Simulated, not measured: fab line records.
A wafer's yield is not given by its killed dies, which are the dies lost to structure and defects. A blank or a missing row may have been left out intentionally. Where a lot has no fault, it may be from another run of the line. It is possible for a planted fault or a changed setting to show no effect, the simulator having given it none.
Which tool was responsible? -- flow sky130 -- 14 lots with 42 wafers sampled at 4 steps, on a route of 708 steps

## WHAT THE GAUGES READ, wafer by wafer
SKY_VIA4_THK_MEAS_01. Usual: VIA4_HDPCVD_THK 1744 nm, standard deviation 16.
lot,measured,on,VIA4_HDPCVD_THK (nm),flag
L438,day 42 02:41,filmMetro-01,1721 1732 1714,
L439,day 42 10:22,filmMetro-01,1772 1756 1763,
L440,day 43 01:24,filmMetro-01,1763 1770 1745,
L441,day 43 07:08,filmMetro-04,1750 1766 1782,
L442,day 43 08:05,filmMetro-02,1746 1734 1735,
L443,day 43 14:02,filmMetro-02,1747 1763 1727,
L444,day 43 23:11,filmMetro-01,1726 1752 1724,
L445,day 44 01:47,filmMetro-01,1747 1749 1748,
L447,day 44 17:40,filmMetro-04,1740 1761 1743,
L448,day 45 04:57,filmMetro-04,1743 1742 1730,
L455,day 46 18:23,filmMetro-02,1766 1746 1743,
L456,day 46 21:15,filmMetro-01,1756 1742 1753,
L457,day 47 07:10,filmMetro-02,1745 1741 1735,
L460,day 48 03:12,filmMetro-02,1739 1727 1744,

## EACH LOT AND THE TOOL THAT RAN IT (in order: tool; ch and the chambers of the sampled wafers; start)
lot,SKY_FIELD_ISO_OXIDATION_01,SKY_METAL4_SPUTTER_00,SKY_METAL4_SPUTTER_04
L438,"furnace-02 ch 0, day 1 11:47","pvdSputter-03, day 40 00:29","pvdSputter-03, day 40 00:35"
L439,"furnace-01 ch 0, day 1 16:05","pvdSputter-04, day 40 08:17","pvdSputter-04, day 40 08:23"
L440,"furnace-02 ch 0, day 1 20:17","pvdSputter-03, day 41 00:08","pvdSputter-03, day 41 00:15"
L441,"furnace-02 ch 0, day 2 01:07","pvdSputter-03, day 41 06:19","pvdSputter-03, day 41 06:26"
L442,"furnace-02 ch 0, day 2 06:50","pvdSputter-04, day 41 06:38","pvdSputter-04, day 41 06:45"
L443,"furnace-02 ch 0, day 2 11:07","pvdSputter-04, day 41 12:47","pvdSputter-04, day 41 12:53"
L444,"furnace-01 ch 0, day 2 17:10","pvdSputter-03, day 41 23:13","pvdSputter-03, day 41 23:19"
L445,"furnace-01 ch 0, day 2 21:32","pvdSputter-04, day 42 01:02","pvdSputter-04, day 42 01:08"
L447,"furnace-01 ch 0, day 3 07:07","pvdSputter-04, day 42 19:36","pvdSputter-04, day 42 19:42"
L448,"furnace-01 ch 0, day 3 12:07","pvdSputter-04, day 43 06:22","pvdSputter-04, day 43 06:28"
L455,"furnace-02 ch 0, day 4 23:07","pvdSputter-04, day 44 20:58","pvdSputter-04, day 44 21:04"
L456,"furnace-02 ch 0, day 5 05:14","pvdSputter-04, day 44 23:36","pvdSputter-04, day 44 23:42"
L457,"furnace-01 ch 0, day 5 09:07","pvdSputter-03, day 45 10:08","pvdSputter-03, day 45 10:14"
L460,"furnace-01 ch 0, day 6 00:41","pvdSputter-03, day 46 09:05","pvdSputter-03, day 46 09:12"
- SKY_FIELD_ISO_OXIDATION_01: stabilise 600 s, purge 300 s, target thk 12 nm.
- SKY_METAL4_SPUTTER_00: material Ti, target thk 15 nm, time 10 s.
- SKY_METAL4_SPUTTER_04: material TiN, target thk 70 nm, time 58.3 s.

## AS READ BY THE TOOLS THEMSELVES (means over the sampled wafers that have a number; for cases with no such wafer, the mark the record gives instead)
SKY_METAL4_SPUTTER_00. Usual: throttleValvePct 29.9 %, standard deviation 1.6.
lot,tool,throttleValvePct (%),flag
L438,pvdSputter-03,28.9,
L439,pvdSputter-04,30.1,
L440,pvdSputter-03,30.6,
L441,pvdSputter-03,29.0,
L442,pvdSputter-04,30.0,
L443,pvdSputter-04,31.2,
L444,pvdSputter-03,29.6,
L445,pvdSputter-04,30.2,
L447,pvdSputter-04,30.1,
L448,pvdSputter-04,30.4,
L455,pvdSputter-04,29.9,
L456,pvdSputter-04,30.4,
L457,pvdSputter-03,27.8,
L460,pvdSputter-03,28.8,

SKY_METAL4_SPUTTER_04. Usual: throttleValvePct 30.0 %, standard deviation 1.6.
lot,tool,throttleValvePct (%),flag
L438,pvdSputter-03,28.9,
L439,pvdSputter-04,30.1,
L440,pvdSputter-03,30.4,
L441,pvdSputter-03,29.1,
L442,pvdSputter-04,30.0,
L443,pvdSputter-04,31.1,
L444,pvdSputter-03,29.5,
L445,pvdSputter-04,30.2,
L447,pvdSputter-04,30.1,
L448,pvdSputter-04,30.3,
L455,pvdSputter-04,30.1,
L456,pvdSputter-04,30.4,
L457,pvdSputter-03,28.0,
L460,pvdSputter-03,29.0,

## THE ANSWER, worked out from the rows above alone
Rule: lot off if the mean of its wafers having a number is beyond 3 standard deviations from the usual mean. A lot without any number at a reading at which 4 lots or more have one is off too. All remaining lots with rows at the step are treated as sound. Order of review: gauges by route order, followed by the tools' own readings, for which a lot's mean as printed above is used. At the first step where some lot is off, the reading lying furthest off is the one used; lots without a number count as furthest.
None of the lots is off at any reading shown; this tells nothing.

## WHAT THE SIMULATOR PUT IN
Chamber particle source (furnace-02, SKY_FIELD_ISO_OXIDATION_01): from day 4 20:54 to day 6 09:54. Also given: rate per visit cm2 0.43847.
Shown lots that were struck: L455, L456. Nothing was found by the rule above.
